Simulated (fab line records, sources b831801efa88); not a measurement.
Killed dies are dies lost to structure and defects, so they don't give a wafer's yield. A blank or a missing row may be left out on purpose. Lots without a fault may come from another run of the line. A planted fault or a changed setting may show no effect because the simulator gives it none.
Which tool did it? | flow sfq_line | 7 lots, 21 wafers sampled, at 4 steps of a route of 325

WHAT THE GAUGES READ, wafer by wafer
SFQ_I7_OVL_MEAS_947.
lot  | measured     | on         | I7_OVL (nm)
L817 | day 82 08:57 | overlay-02 | -4 1 -2
L819 | day 82 15:59 | overlay-02 | -1 2 4
L821 | day 85 17:55 | overlay-02 | 1 -7 -4
L829 | day 96 07:37 | overlay-01 | -6 -8 -5
L831 | day 96 19:47 | overlay-02 | -1 -2 -3
L833 | day 97 05:04 | overlay-01 | -3 -2 -1
L837 | day 98 01:28 | overlay-01 | -3 -5 -4

WHICH TOOL RAN EACH LOT (tool, then ch and the chambers of the sampled wafers, then the start)
lot  | SFQ_TRILAYER_I0_VIA_BARC_OPEN_VIA_ETCH_046 | SFQ_TRILAYER_I1_VIA_STRIP_STRIP_053 | SFQ_TRILAYER_I2_VIA_LITHO_PEB_070
L817 | rie_diel-02 ch 1,2,3, day 18 18:49         | rie_metal-02 ch 0,1, day 32 20:17   | litho_track-04 ch 0, day 45 14:35
L819 | rie_diel-04 ch 0,1,3, day 19 18:29         | rie_metal-04 ch 1, day 33 08:33     | litho_track-02 ch 0, day 46 03:47
L821 | rie_diel-01 ch 0,2,3, day 21 06:29         | rie_metal-01 ch 0,1, day 34 19:02   | litho_track-02 ch 0, day 48 03:06
L829 | rie_diel-02 ch 0,1, day 24 05:25           | rie_metal-01 ch 0,1, day 38 04:29   | litho_track-02 ch 0, day 50 23:44
L831 | rie_diel-04 ch 1,2, day 25 06:52           | rie_metal-02 ch 0,1, day 38 15:17   | litho_track-04 ch 0, day 51 10:32
L833 | rie_diel-02 ch 0,1,2, day 25 18:52         | rie_metal-01 ch 0,1, day 39 09:36   | litho_track-01 ch 0, day 52 04:35
L837 | rie_diel-01 ch 0,1,2, day 27 05:38         | rie_metal-02 ch 0,1, day 41 05:29   | litho_track-02 ch 0, day 53 16:40
- SFQ_TRILAYER_I0_VIA_BARC_OPEN_VIA_ETCH_046: etches BARC in O2, target depth 125 nm, time 41.7 s.
- SFQ_TRILAYER_I1_VIA_STRIP_STRIP_053: strips in O2.
- SFQ_TRILAYER_I2_VIA_LITHO_PEB_070: peb time 60 s.

THE ANSWER, worked out from the rows above alone
Rule: what is usual is taken from the lots themselves. Put in order of their means at a reading, lots are off if they are a third of the lots or fewer, leave a main group of 4 or more, and stand apart from it by a gap of 3 or more times the standard deviation of the main group's means; of several such gaps the widest counts. A main group whose means are all the same, to the digits that the tables above print for the reading, isn't used. A lot without any number at a reading at which 4 lots or more have one is off too. The other lots that the step has rows for count as sound.
No lot is off at any reading shown: from this, nothing can be told.

WHAT THE SIMULATOR HAD PUT IN
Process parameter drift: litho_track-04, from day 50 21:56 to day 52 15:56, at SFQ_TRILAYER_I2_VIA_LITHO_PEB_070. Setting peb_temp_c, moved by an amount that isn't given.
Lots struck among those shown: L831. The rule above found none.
